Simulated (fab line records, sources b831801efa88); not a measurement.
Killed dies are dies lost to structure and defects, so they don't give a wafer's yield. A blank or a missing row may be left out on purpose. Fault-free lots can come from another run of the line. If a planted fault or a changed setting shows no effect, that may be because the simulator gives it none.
fab line records	flow sky130
record: lots: 7	wafers: 21	last-day: 50
route steps=708 shown NWELL@65 PAD_OPEN@708
lots that met no fault: from a run of the same line without faults
start-h: the number of hours between the record's first day and the start of the first shown wafer of the lot	wait-h: hours since the lot's step before	" identical to the entry in the row above	L1.1+2: several wafers, shown together as one row	- no value, or no start was given	* or withheld: withheld	< > ~ a bound
route shown NAME@n: names a module that has steps shown in the file, with the first one's number in the route	usual: mean/standard deviation taken from wafers without a fault	same: alike in all rows	chamber/n: place in a boat	sites: the reading at each site	_std_site: standard deviation across them	_edge_site: mean of outer sites minus mean of inner sites	radius-mm: how far each site lies from the wafer's centre	mask NAME#n: copy n	behind: tool/chamber where the wafer was last shaped	hold: cause of the lot's hold/its duration in hours/its outcome	device: the transistor (n, p or np) that didn't switch	end of line: tests run on the same wafers once the route is complete	a step with no rows: only its recipe	killed: at the first sort, the dies lost to defects and structure; wafer yield is something else	map: per-die view of a wafer (x killed, . not killed, _ where there is no die)
set.NAME: the setting that was run; set.NAME@STEP: the one run at that earlier step	model.NAME: the simulator's own value behind a step, which no gauge read
lots at some steps of the route; a table a step, a row a wafer
services: when a tool's chamber went out of use (start-h, in hours from the record's first day, below 0 if earlier), for how many hours, and the reason
== steps ==
step: SKY_NWELL_IMPLANT_12
recipe: species: P	energy-kev: 120	dose-cm2: 1.3e+12	tilt-deg: withheld
step: SKY_NWELL_IMPLANT_13
recipe: species: P	energy-kev: 50	dose-cm2: 7e+11	tilt-deg: withheld
step: SKY_NWELL_STRIP_14
recipe: chemistry: O2/N2	power-w: 1400	pressure-mtorr: 1500	platen-temp-c: withheld	o2-flow-sccm: 3000	n2-flow-sccm: 300	overash-fraction: 0.5
usual: drypump-motor-current-A: 5.8/0.33	o2-flow-sccm: 3000/7.7	oes-product-au: 0.723/0.0045	strip-time-to-endpoint-s: 36.89/0.11
lot.wafer	tool	chamber	start-h	wait-h	drypump-motor-current-A	o2-flow-sccm	oes-product-au	rf-hours-counter-h	strip-time-to-endpoint-s
L997.2	plasma-asher-04	1	80.10	0.1	5.9	2994	0.731	42	36.95
L997.4	"	0	"	"	5.6	3002	0.732	-	36.86
L997.6	"	1	"	"	5.9	2995	0.718	-	36.84
L998.1	plasma-asher-04	0	92.20	0.1	5.6	3004	0.711	44	36.92
L998.2	"	1	"	"	5.9	3000	0.718	44	36.87
L998.3	"	1	"	"	5.9	3009	0.718	-	36.84
L109.2	plasma-asher-02	1	156.31	0.1	6.2	2999	0.720	52	36.96
L109.5	"	0	"	"	5.8	3014	0.718	-	37.07
L109.6	"	1	"	"	6.2	2993	0.723	-	36.92
L112.1	plasma-asher-02	0	173.55	0.1	5.9	2993	0.725	54	37.03
L112.3	"	1	"	"	6.1	3003	0.722	-	37.01
L112.6	"	1	"	"	6.1	3001	0.727	-	36.97
L113.1	plasma-asher-02	0	183.69	0.1	5.8	3015	0.725	55	36.94
L113.2	"	1	"	"	6.1	2989	0.724	55	36.80
L113.4	"	1	"	"	6.1	3005	0.727	-	37.00
L115.1	plasma-asher-01	0	192.05	0.1	5.2	3003	0.719	28	37.05
L115.2	"	1	"	"	5.2	2999	0.723	28	37.03
L115.3	"	1	"	"	5.2	3018	0.723	-	37.07
L120.4	plasma-asher-04	1	232.89	0.1	5.9	3010	0.725	-	36.89
L120.5	"	0	"	"	5.6	2990	0.723	-	36.99
L120.6	"	1	"	"	5.9	3006	0.727	-	37.06
step: SKY_NWELL_TW_MEAS_15
usual: NWELL_TW: 1814/15
lot.wafer	tool	chamber	start-h	wait-h	NWELL_TW
L997.2	film-metro-02	-	80.21	0.1	1836
L997.4	"	-	"	"	1846
L997.6	"	-	"	"	1837
L998.1	film-metro-03	-	92.30	0.1	1836
L998.2	"	-	"	"	1831
L998.3	"	-	"	"	1836
L109.2	film-metro-02	-	156.42	0.1	1821
L109.5	"	-	"	"	1815
L109.6	"	-	"	"	1814
L112.1	film-metro-01	-	173.65	0.1	1803
L112.3	"	-	"	"	1806
L112.6	"	-	"	"	1805
L113.1	film-metro-01	-	183.79	0.1	1794
L113.2	"	-	"	"	1800
L113.4	"	-	"	"	1802
L115.1	film-metro-01	-	192.15	0.1	1784
L115.2	"	-	"	"	1787
L115.3	"	-	"	"	1793
L120.4	film-metro-01	-	232.99	0.1	1791
L120.5	"	-	"	"	1806
L120.6	"	-	"	"	1799
step: SKY_NWELL_DEHYDRATE_16
recipe: temp-c: 200	time-s: 60
step: SKY_NWELL_HMDS_17
recipe: prime-time-s: 60	prime-temp-c: 120
step: SKY_NWELL_COAT_18
recipe: spin-rpm: 2000	resist-thk-nm: 3000
step: SKY_NWELL_SOFTBAKE_19
recipe: temp-c: 110	time-s: withheld
step: SKY_NWELL_EXPOSE_20
recipe: mask-id: NWM_COMPLEMENT	na: 0.6	source-shape: conventional	sigma-outer: 0.6	polarization: unpolarized	target-cd-nm: 840	dose-mj: 260
step: SKY_NWELL_PEB_21
recipe: temp-c: 115	time-s: withheld
step: SKY_NWELL_DEVELOP_22
recipe: wall-angle-deg: 90	developer: TMAH	develop-time-s: 60	dev-temp-c: 23
step: SKY_NWELL_OVL_MEAS_23
usual: NWELL_01_OVL: 0.2/1.4
lot.wafer	tool	chamber	start-h	wait-h	NWELL_01_OVL[nm]
L997.2	overlay-02	-	96.62	-	2.2
L997.4	"	-	"	"	2.2
L997.6	"	-	"	"	1.6
L998.1	overlay-02	-	109.46	-	0.9
L998.2	"	-	"	"	-1.6
L998.3	"	-	"	"	0.4
L109.2	overlay-02	-	175.32	-	-0.3
L109.5	"	-	"	"	-0.6
L109.6	"	-	"	"	-1.0
L112.1	overlay-02	-	193.51	-	1.5
L112.3	"	-	"	"	0.1
L112.6	"	-	"	"	-0.3
L113.1	overlay-02	-	205.91	-	2.7
L113.2	"	-	"	"	3.3
L113.4	"	-	"	"	2.8
L115.1	overlay-02	-	214.21	-	0.9
L115.2	"	-	"	"	0.8
L115.3	"	-	"	"	1.1
L120.4	overlay-02	-	256.54	-	-1.1
L120.5	"	-	"	"	0.4
L120.6	"	-	"	"	-0.5
step: SKY_NWELL_IMPLANT_24
recipe: species: B	energy-kev: 140	dose-cm2: 9.2e+12	tilt-deg: withheld
usual: dose-ions-cm2: 9.2e+12/9.7e+09	faraday-current-uA: 52.0/1.1
lot.wafer	tool	chamber	start-h	wait-h	dose-ions-cm2	faraday-current-uA
L997.2	implanter-01	0	96.68	0.0	9.189e+12	51.3
L997.4	"	0	"	"	9.179e+12	51.4
L997.6	"	0	"	"	9.192e+12	52.6
L998.1	implanter-02	0	109.50	0.0	9.197e+12	52.8
L998.2	"	0	"	"	9.208e+12	52.5
L998.3	"	0	"	"	9.204e+12	52.1
L109.2	implanter-01	0	175.37	0.0	3.775e+12	21.7
L109.5	"	0	"	"	3.79e+12	20.8
L109.6	"	0	"	"	3.783e+12	21.2
L112.1	implanter-01	0	193.55	0.0	3.756e+12	21.2
L112.3	"	0	"	"	3.761e+12	21.5
L112.6	"	0	"	"	3.763e+12	21.1
L113.1	implanter-01	0	205.95	0.0	3.773e+12	21.0
L113.2	"	0	"	"	3.764e+12	21.4
L113.4	"	0	"	"	3.764e+12	21.1
L115.1	implanter-02	0	214.25	0.0	9.201e+12	51.3
L115.2	"	0	"	"	9.193e+12	52.6
L115.3	"	0	"	"	9.202e+12	52.5
L120.4	implanter-02	0	256.63	0.1	9.205e+12	49.9
L120.5	"	0	"	"	9.194e+12	51.8
L120.6	"	0	"	"	9.196e+12	52.0
step: SKY_NWELL_STRIP_25
recipe: chemistry: O2/N2	power-w: 1400	pressure-mtorr: 1500	platen-temp-c: withheld	o2-flow-sccm: 3000	n2-flow-sccm: 300	overash-fraction: 0.5
usual: drypump-motor-current-A: 5.5/0.37	o2-flow-sccm: 3000/8.7	oes-product-au: 0.722/0.004	strip-time-to-endpoint-s: 36.92/0.095
lot.wafer	tool	chamber	start-h	wait-h	drypump-motor-current-A	o2-flow-sccm	oes-product-au	rf-hours-counter-h	strip-time-to-endpoint-s
L997.2	plasma-asher-04	1	96.80	0.1	5.9	3007	0.718	44	36.80
L997.4	"	1	"	"	5.9	3008	0.721	-	36.82
L997.6	"	0	"	"	5.6	2993	0.716	-	36.96
L998.1	plasma-asher-04	0	109.65	0.1	5.6	3006	0.715	46	36.78
L998.2	"	1	"	"	5.9	2999	0.725	46	36.98
L998.3	"	0	"	"	5.6	3001	0.735	-	36.87
L109.2	plasma-asher-01	1	175.50	0.1	5.2	2999	0.715	26	36.95
L109.5	"	1	"	"	5.1	2985	0.718	-	36.95
L109.6	"	0	"	"	5.2	2991	0.725	-	37.05
L112.1	plasma-asher-01	1	193.70	0.1	5.2	2984	0.714	28	36.85
L112.3	"	0	"	"	5.1	3000	0.720	-	36.89
L112.6	"	1	"	"	5.2	2979	0.721	-	36.98
L113.1	plasma-asher-01	1	206.10	0.1	5.2	2999	0.726	29	36.91
L113.2	"	0	"	"	5.1	3007	0.727	29	36.92
L113.4	"	1	"	"	5.2	3002	0.717	-	36.83
L115.1	plasma-asher-01	1	214.40	0.1	5.1	2992	0.716	30	36.69
L115.2	"	0	"	"	5.1	3007	0.726	30	36.86
L115.3	"	0	"	"	5.1	2996	0.727	-	36.85
L120.4	plasma-asher-04	0	256.74	0.1	5.6	2999	0.720	-	36.91
L120.5	"	1	"	"	5.9	3010	0.721	-	37.02
L120.6	"	0	"	"	5.6	3004	0.723	-	36.96
step: SKY_NWELL_TW_MEAS_26
usual: NWELL_2_TW: 496/3.1
lot.wafer	tool	chamber	start-h	wait-h	NWELL_2_TW
L997.2	film-metro-02	-	96.91	0.1	495
L997.4	"	-	"	"	496
L997.6	"	-	"	"	497
L998.1	film-metro-02	-	109.75	0.1	499
L998.2	"	-	"	"	496
L998.3	"	-	"	"	494
L109.2	film-metro-01	-	175.61	0.1	374
L109.5	"	-	"	"	375
L109.6	"	-	"	"	376
L112.1	film-metro-02	-	193.80	0.1	382
L112.3	"	-	"	"	381
L112.6	"	-	"	"	385
L113.1	film-metro-02	-	206.20	0.1	381
L113.2	"	-	"	"	378
L113.4	"	-	"	"	378
L115.1	film-metro-02	-	214.50	0.1	497
L115.2	"	-	"	"	496
L115.3	"	-	"	"	498
L120.4	film-metro-03	-	256.84	0.1	495
L120.5	"	-	"	"	495
L120.6	"	-	"	"	496
step: SKY_NWELL_CLEAN_27
recipe: chemistry: SC1/SC2	mix: 1:4:20	temp-c: 70	time-s: 150	dry: n2-spin
step: SKY_PAD_OPEN_PROBE_99
usual: killed_at_M0_to_M3: 43/6.6	killed_at_M4_up: 3.1/1.6	killed-at-contacts: 23/5.6	killed-at-front-end: 15/4.2	killed-at-other: 0.2/0.43	killed-dies: 85/9.3	killed-open: 46/6.6	killed-short: 39/6.2
same: gross-dies: 492	killed-at-back-side: 0
lot.wafer	tool	chamber	start-h	wait-h	killed_at_M0_to_M3	killed_at_M4_up	killed-at-contacts	killed-at-front-end	killed-at-other	killed-dies	killed-open	killed-short
L997.2	prober-01	-	1056.71	0.1	41	3	34	15	0	93	51	42
L997.4	prober-01	-	1056.81	0.2	38	3	23	13	1	78	41	37
L997.6	prober-01	-	1056.91	0.2	42	3	23	16	0	84	46	38
L998.1	prober-02	-	1066.39	0.1	49	0	22	18	1	90	56	34
L998.2	prober-02	-	1066.44	0.1	52	3	20	16	0	91	48	43
L998.3	prober-02	-	1066.49	0.2	39	4	14	12	0	69	33	36
L109.2	prober-01	-	1141.30	0.1	49	3	28	16	0	96	55	41
L109.5	prober-01	-	1141.45	0.2	39	1	22	12	0	74	41	33
L109.6	prober-01	-	1141.50	0.2	43	4	29	7	0	83	45	38
L120.4	prober-02	-	1204.54	0.2	30	1	26	19	0	76	46	30
L120.5	prober-02	-	1204.59	0.2	38	5	16	16	0	75	40	35
L120.6	prober-02	-	1204.64	0.2	40	2	13	13	1	69	40	29
killed by level:class
L997.2 CONTACT:geometric-particle:open=15 VIA1:geometric-particle:open=8 CONTACT:geometric-particle:short=8 VIA2:geometric-particle:open=7 VIA3:geometric-particle:open=6 FIELD_ISO:geometric-particle:short=5 LOCAL_INTERCONNECT:geometric-particle:short=5 POLY_GATE:geometric-particle:open=4
L997.4 LI_CONTACT:geometric-particle:open=7 CONTACT:geometric-particle:short=6 VIA1:geometric-particle:open=6 VIA3:geometric-particle:open=6 CONTACT:geometric-particle:open=5 METAL2:geometric-particle:short=5 VIA2:geometric-particle:open=5 METAL1:geometric-particle:short=4
L997.6 VIA1:geometric-particle:open=8 VIA2:geometric-particle:open=8 LI_CONTACT:geometric-particle:open=7 CONTACT:geometric-particle:open=6 POLY_GATE:geometric-particle:short=5 METAL1:geometric-particle:short=5 CONTACT:geometric-particle:short=5 VIA1:geometric-particle:short=4
L998.1 VIA1:geometric-particle:open=13 CONTACT:geometric-particle:open=9 POLY_GATE:geometric-particle:open=7 METAL1:geometric-particle:short=7 VIA2:geometric-particle:open=7 VIA3:geometric-particle:open=6 CONTACT:geometric-particle:short=5 LOCAL_INTERCONNECT:geometric-particle:short=4
L998.2 VIA1:geometric-particle:short=8 VIA1:geometric-particle:open=8 FIELD_ISO:geometric-particle:open=7 LI_CONTACT:geometric-particle:open=7 METAL1:geometric-particle:short=7 VIA2:geometric-particle:open=7 VIA3:geometric-particle:open=6 LI_CONTACT:geometric-particle:short=5
L998.3 VIA1:geometric-particle:open=10 LI_CONTACT:geometric-particle:open=6 METAL1:geometric-particle:short=6 CONTACT:geometric-particle:open=5 VIA1:geometric-particle:short=5 METAL2:geometric-particle:short=5 VIA3:geometric-particle:open=5 VIA3:geometric-particle:short=4
L109.2 VIA3:geometric-particle:open=14 VIA1:geometric-particle:open=11 CONTACT:geometric-particle:open=10 METAL1:geometric-particle:short=6 FIELD_ISO:geometric-particle:short=5 LI_CONTACT:geometric-particle:open=5 LOCAL_INTERCONNECT:geometric-particle:short=5 VIA1:geometric-particle:short=4
L109.5 VIA3:geometric-particle:open=9 CONTACT:geometric-particle:open=8 VIA1:geometric-particle:open=6 METAL2:geometric-particle:short=5 VIA2:geometric-particle:open=4 LI_CONTACT:geometric-particle:open=4 LOCAL_INTERCONNECT:geometric-particle:short=4 METAL1:geometric-particle:short=4
L109.6 CONTACT:geometric-particle:open=11 VIA1:geometric-particle:open=11 VIA2:geometric-particle:open=9 CONTACT:geometric-particle:short=6 LI_CONTACT:geometric-particle:open=5 METAL3:geometric-particle:short=5 METAL1:geometric-particle:short=4 LI_CONTACT:geometric-particle:short=4
L120.4 VIA1:geometric-particle:open=9 CONTACT:geometric-particle:open=7 CONTACT:geometric-particle:short=6 VIA2:geometric-particle:open=6 POLY_GATE:geometric-particle:short=5 FIELD_ISO:geometric-particle:open=4 FIELD_ISO:geometric-particle:short=4 LI_CONTACT:geometric-particle:open=4
L120.5 METAL2:geometric-particle:short=10 VIA1:geometric-particle:open=9 VIA3:geometric-particle:open=8 POLY_GATE:geometric-particle:short=6 METAL1:geometric-particle:short=5 CONTACT:geometric-particle:open=5 FIELD_ISO:geometric-particle:open=4 LI_CONTACT:geometric-particle:open=4
L120.6 VIA1:geometric-particle:open=16 VIA1:geometric-particle:short=6 POLY_GATE:geometric-particle:short=5 VIA2:geometric-particle:open=5 METAL1:geometric-particle:short=4 LI_CONTACT:geometric-particle:open=3 CONTACT:geometric-particle:open=3 METAL2:geometric-particle:short=3
== services ==
tool	chamber	start-h	hours	kind
implanter-01	-	75.02	0.6	repair
implanter-01	-	87.77	2.5	repair
plasma-asher-01	-	102.54	28.1	pm
implanter-01	-	125.53	1.8	repair
implanter-02	-	125.92	4.7	pm
implanter-01	-	133.93	6.3	pm
implanter-02	-	152.98	4.2	pm
plasma-asher-01	-	159.40	2.5	repair
implanter-02	-	165.81	1.4	repair
plasma-asher-04	-	207.58	3.2	repair
implanter-01	-	220.70	0.8	repair
== key ==
first-sign: step: SKY_NWELL_IMPLANT_24	reading: dose-ions-cm2	direction: down	sigmas: 99+	usual: *	struck: *
effect: step: SKY_NWELL_IMPLANT_24	reading: faraday-current-uA	direction: down	sigmas: 28	usual: 52.0	struck: 21.2
effect: step: SKY_NWELL_TW_MEAS_26	reading: NWELL_2_TW	direction: down	sigmas: 37	usual: 496	struck: 379
met-at SKY_NWELL_IMPLANT_24
struck-wafers L109.2,L109.5,L109.6,L112.1,L112.3,L112.6,L113.1,L113.2,L113.4
tester-left-out L109,L112,L113
onset-between 96.68 175.37
fault: kind: process-parameter-drift	tool: implanter-01	chamber: -	onset-h: 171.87	steps: SKY_NWELL_IMPLANT_24	channel: dose-cm2	offset: *	shape: step	end-h: 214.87	acts-in: *	stated: *
tester-left-out: of these lots the tester's yield and bins aren't shown, on N5 and GAA mostly nor the transistor test; their killed dies are dies lost to structure and defects alone, not to doping, threshold or leakage, so they don't give the yield
